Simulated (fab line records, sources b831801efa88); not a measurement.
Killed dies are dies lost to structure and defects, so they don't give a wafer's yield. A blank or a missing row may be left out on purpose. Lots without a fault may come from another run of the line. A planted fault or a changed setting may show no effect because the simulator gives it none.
Tool commonality check | flow gf180mcu | 13 lots, 42 wafers sampled

WHY IT WAS OPENED
At GF_MVSD_TW_MEAS_11 the reading MVSD_TW is flagged on 1 of 13 lots. Wafers without a fault read 1569, standard deviation 10.
Rule: a lot is flagged when every wafer of it that has a number lies more than 4 standard deviations from that mean, or none has a number. The other lots count as sound.

lot  | measured     | on            | MVSD_TW, wafer by wafer | flag
L481 | day 4 11:03  | film_metro-03 | 1546 1553 1561          |
L482 | day 4 16:33  | film_metro-01 | 1557 1564 1566          |
L484 | day 5 03:38  | film_metro-01 | 1574 1573 1581          |
L485 | day 5 08:54  | film_metro-01 | 1571 1574 1578          |
L486 | day 5 17:08  | film_metro-02 | 1566 1574 1575          |
L487 | day 5 22:48  | film_metro-02 | 1583 1574 1568          |
L489 | day 6 08:56  | film_metro-03 | 1551 1560 1556          |
L490 | day 6 15:06  | film_metro-03 | 1555 1546 1552          |
L491 | day 6 20:30  | film_metro-02 | 1571 1559 1557          |
L492 | day 7 03:26  | film_metro-03 | 1556 1556 1557          |
L496 | day 8 04:00  | film_metro-02 | 30 30 30 30 30 30       | FLAGGED
L503 | day 9 18:32  | film_metro-02 | 1576 1573 1565          |
L504 | day 10 00:20 | film_metro-02 | 1578 1580 1580          |
The numbers of the flagged lots are 30 on average: -1539 against the usual, or -99 or more standard deviations.

WHICH TOOL RAN EACH LOT
The record holds 1 process step before the reading, out of a route of 602 steps. In each cell: the tool, then ch and the chambers that the sampled wafers went through, then the start.
lot  | flag    | GF_MVSD_EXPOSE_04
L481 |         | iline_stepper-01 ch 0, day 4 03:53
L482 |         | iline_stepper-01 ch 0, day 4 09:33
L484 |         | iline_stepper-01 ch 0, day 4 20:04
L485 |         | iline_stepper-02 ch 0, day 5 01:35
L486 |         | iline_stepper-02 ch 0, day 5 09:13
L487 |         | iline_stepper-02 ch 0, day 5 15:35
L489 |         | iline_stepper-01 ch 0, day 6 00:50
L490 |         | iline_stepper-01 ch 0, day 6 07:29
L491 |         | iline_stepper-02 ch 0, day 6 13:13
L492 |         | iline_stepper-01 ch 0, day 6 19:29
L496 | FLAGGED | iline_stepper-01 ch 0, day 7 19:40
L503 |         | iline_stepper-02 ch 0, day 9 09:29
L504 |         | iline_stepper-01 ch 0, day 9 15:16
What these steps do:
- GF_MVSD_EXPOSE_04: exposes mask MVSD, target cd 1000 nm.
- GF_MVSD_TW_MEAS_11

FLAGGED OVER TOTAL, TOOL BY TOOL (the gauges that took the reading come last)
step               | tool             | lots run | flagged | share of the flagged lots | sound lots run after its first flagged lot
GF_MVSD_EXPOSE_04  | iline_stepper-01 | 8        | 1       | all                       | 1 (L504)
GF_MVSD_EXPOSE_04  | iline_stepper-02 | 5        | 0       | none                      | -
GF_MVSD_TW_MEAS_11 | film_metro-01    | 3        | 0       | none                      | -
GF_MVSD_TW_MEAS_11 | film_metro-02    | 6        | 1       | all                       | 2 (L503,L504)
GF_MVSD_TW_MEAS_11 | film_metro-03    | 4        | 0       | none                      | -

WHAT THE TABLE ALLOWS
2 rows of the table ran every flagged lot: iline_stepper-01 at GF_MVSD_EXPOSE_04, film_metro-02 at GF_MVSD_TW_MEAS_11.
- iline_stepper-01 at GF_MVSD_EXPOSE_04: 1 of its 8 lots flagged. Sound lots ran on it after the first flagged one (L504), which a lasting fault on the whole tool wouldn't allow.
- film_metro-02 at GF_MVSD_TW_MEAS_11: 1 of its 6 lots flagged. Sound lots ran on it after the first flagged one (L503, L504), which a lasting fault on the whole tool wouldn't allow.
No row of the table ran every flagged lot and no sound lot after the first.

WHAT THE SIMULATOR HAD PUT IN
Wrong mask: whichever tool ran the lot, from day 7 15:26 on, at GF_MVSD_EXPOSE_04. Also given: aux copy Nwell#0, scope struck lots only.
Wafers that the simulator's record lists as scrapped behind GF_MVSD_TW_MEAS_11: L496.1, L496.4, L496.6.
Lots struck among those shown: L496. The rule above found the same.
